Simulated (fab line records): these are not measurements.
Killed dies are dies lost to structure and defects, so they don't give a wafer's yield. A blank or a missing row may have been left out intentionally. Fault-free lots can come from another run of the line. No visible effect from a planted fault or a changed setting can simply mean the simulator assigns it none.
Problem report, 8D (eight disciplines) form, completed by code	flow gf180mcu	the parts of the form that need people (team, actions taken, sign-off) are left out

## 1. WHAT IS WRONG
Wafers free of any fault read 9.92 nm (standard deviation 0.2) for STI_OXIDATION_02_THK at GF_STI_THK_MEAS_30, against a mean of 15.40 nm on 9 wafers of 3 lots. Measured from the usual mean, that is +27 standard deviations.
First seen on wafer L998.1, day 4 09:19, on film_metro-01. Wafers with a number at this step in the record: 33, from 11 lots. Rule for "out", or "out of limits": more than 4 standard deviations from the usual mean. Any other wafer with a number is counted as sound.

## 2. WHAT THIS IS AND IS NOT
question	is	is not
which readings at this step	STI_OXIDATION_02_THK	-
which lots	L100, L998, L999	L104, L105, L111, L988, L989, L990, L991, L992
which wafers of those lots	all that have a number	-
read on which gauges	film_metro-01, film_metro-02	film_metro-03
when	from day 4 09:19	up to then (15 sound wafers); but 9 sound wafers of L104, L105, L111 came after

## 3. WHAT RULES OUT EACH SUSPECT
Counting: a tool stays on the suspect list if, at a process step up to the reading, it processed all lots that are out and no sound lot following the first of them.
- the gauge at GF_STI_THK_MEAS_30 has been ruled out. 2 gauges (film_metro-01, film_metro-02) read the wafers that are out.
- furnace-02 at GF_STI_OXIDATION_29 (stabilise 600 s, purge 300 s, target thk 10 nm): kept. It processed each lot that is out, first L998 at day 4 07:55, and no sound lot thereafter; up to then, the last sound lot it processed was L990 at day 2 15:13.
Left after counting: furnace-02 at GF_STI_OXIDATION_29.

## 4. THE CAUSE (what the simulator had put in)
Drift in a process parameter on furnace-02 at GF_STI_OXIDATION_29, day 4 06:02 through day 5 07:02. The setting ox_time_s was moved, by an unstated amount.
This tool alone remained once counting was done.

## 5. THE CHAIN OF EFFECTS, in route order
Each row: a reading whose mean over the struck wafers that have a number lies more than 3 standard deviations from the usual. Readings are gone through only where the record gives a usual standard deviation; hours: the median, over the lots, of the time from a lot's start at the first step in this table giving one to that lot's start at this step; sigmas: the change measured in usual standard deviations.
hours	step	reading	usual	on struck wafers	change	sigmas
0	GF_STI_THK_MEAS_30	STI_OXIDATION_02_THK	9.92 nm	15.40	+5.48	+27
At these later measuring or inspecting steps, every struck wafer for which the step has a row has a number for every such reading, and none has moved that far: GF_MVPSD_TW_MEAS_11.

## 6. HOW IT WOULD HAVE BEEN CAUGHT EARLIER
The first out-of-limits reading at a measuring or inspecting step in this record came at day 4 09:19, 3 hours after the fault's start at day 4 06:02.
Tool readings at GF_STI_OXIDATION_29 with a usual standard deviation given in the record: none out on any struck wafer, hence no alarm at a limit of 4 standard deviations on them.
Lots out: 3; of these, L999, L100 started GF_STI_OXIDATION_29 on furnace-02 after day 4 09:19. A hold on the tool at that time would have spared those 2.
